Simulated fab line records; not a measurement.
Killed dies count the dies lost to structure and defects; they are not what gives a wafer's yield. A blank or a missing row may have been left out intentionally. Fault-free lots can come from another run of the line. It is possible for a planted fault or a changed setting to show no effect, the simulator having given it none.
Code-filled problem report in 8D (eight disciplines) form || flow gf180mcu || the parts of the form that need people (team, actions taken, sign-off) are left out

== 1. THE ISSUE ==
Wafers free of any fault read 1574 (standard deviation 9.3) for NWELL_TW at GF_NWELL_TW_MEAS_11, against a mean of 2014 on 6 wafers of 2 lots. Measured from the usual mean, that is +47 standard deviations.
The first sign was on wafer L470.1 at day 7 10:29, on film_metro-03. Wafers with a number at this step in the record: 42, from 14 lots. Rule for "out" (also "out of limits"): further than 4 standard deviations from the usual mean. Any other wafer with a number is counted as sound.

== 2. WHAT IT IS, AND WHAT IT ISN'T ==
{"question": "which readings at this step", "is": "NWELL_TW", "is not": "-"}
{"question": "which lots", "is": "L470, L471", "is not": "L453, L454, L455, L456, L457, L460, L461, L463, L472, L473, L474, L475"}
{"question": "which wafers of those lots", "is": "all that have a number", "is not": "-"}
{"question": "read on which gauges", "is": "film_metro-03", "is not": "film_metro-02, film_metro-04"}
{"question": "when", "is": "from day 7 10:29", "is not": "up to then (24 sound wafers); but 12 sound wafers of L472, L473, L474, L475 came after"}

== 3. THE SUSPECTS, EACH WITH WHAT RULES IT OUT ==
Counting: any tool at a process step up to the reading is kept as a suspect provided that every lot that is out went through it and no sound lot did after the first of them.
- the gauge at GF_NWELL_TW_MEAS_11 has been ruled out. All the wafers that are out were read on film_metro-03, but those of them that GF_NWELL_IMPLANT_09 has rows for are out there too, on other tools.
- implanter-03 at GF_NWELL_IMPLANT_09: kept. Every lot that is out went through it, starting with L470 (day 7 10:14), and after that it ran no sound lot; the last sound lot it ran before then is L463 (day 5 22:49). Out on those wafers are its own readings of dose_ions_cm2, faraday_current_uA.
The count leaves implanter-03 at GF_NWELL_IMPLANT_09.

== 4. THE CAUSE (what the simulator had put in) ==
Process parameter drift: implanter-03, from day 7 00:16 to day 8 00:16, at GF_NWELL_IMPLANT_09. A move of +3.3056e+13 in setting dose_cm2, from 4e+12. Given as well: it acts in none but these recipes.
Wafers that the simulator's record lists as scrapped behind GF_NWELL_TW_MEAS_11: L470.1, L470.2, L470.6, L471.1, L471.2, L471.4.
The count eliminated every tool but this one.

== 5. SEQUENCE OF EFFECTS, ordered by route ==
Each row: a reading where the mean over the struck wafers with a number is more than 3 standard deviations away from the usual. Only readings whose record carries a usual standard deviation are examined. hours: median over the lots of the time between each lot's start at the first step of this table that gives one and its start at this step. sigmas: the change, counted in usual standard deviations.
{"hours": 0, "step": "GF_NWELL_IMPLANT_09", "reading": "dose_ions_cm2", "usual": 4e+12, "on struck wafers": 4e+13, "change": "+3e+13", "sigmas": "+99 or more"}
{"hours": 0, "step": "GF_NWELL_IMPLANT_09", "reading": "faraday_current_uA", "usual": 22.5, "on struck wafers": 207.5, "change": "+185.0", "sigmas": "+99 or more"}
{"hours": 0, "step": "GF_NWELL_TW_MEAS_11", "reading": "NWELL_TW", "usual": 1574, "on struck wafers": 2014, "change": "+440", "sigmas": "+47"}
Its process steps:
- GF_NWELL_IMPLANT_09

== 6. WHAT WOULD HAVE CAUGHT IT SOONER ==
In this record the first reading out of limits at a measuring or inspecting step was taken at day 7 10:29, 10 hours after the fault began at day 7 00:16.
The tool's own readings at GF_NWELL_IMPLANT_09 were out on every struck wafer that the step has a row for (dose_ions_cm2, faraday_current_uA): an alarm limit on them would have fired on the first of those.
L471, from the lots that are out (2), started GF_NWELL_IMPLANT_09 on implanter-03 later than day 7 10:29. A hold on the tool at that time would have spared it.
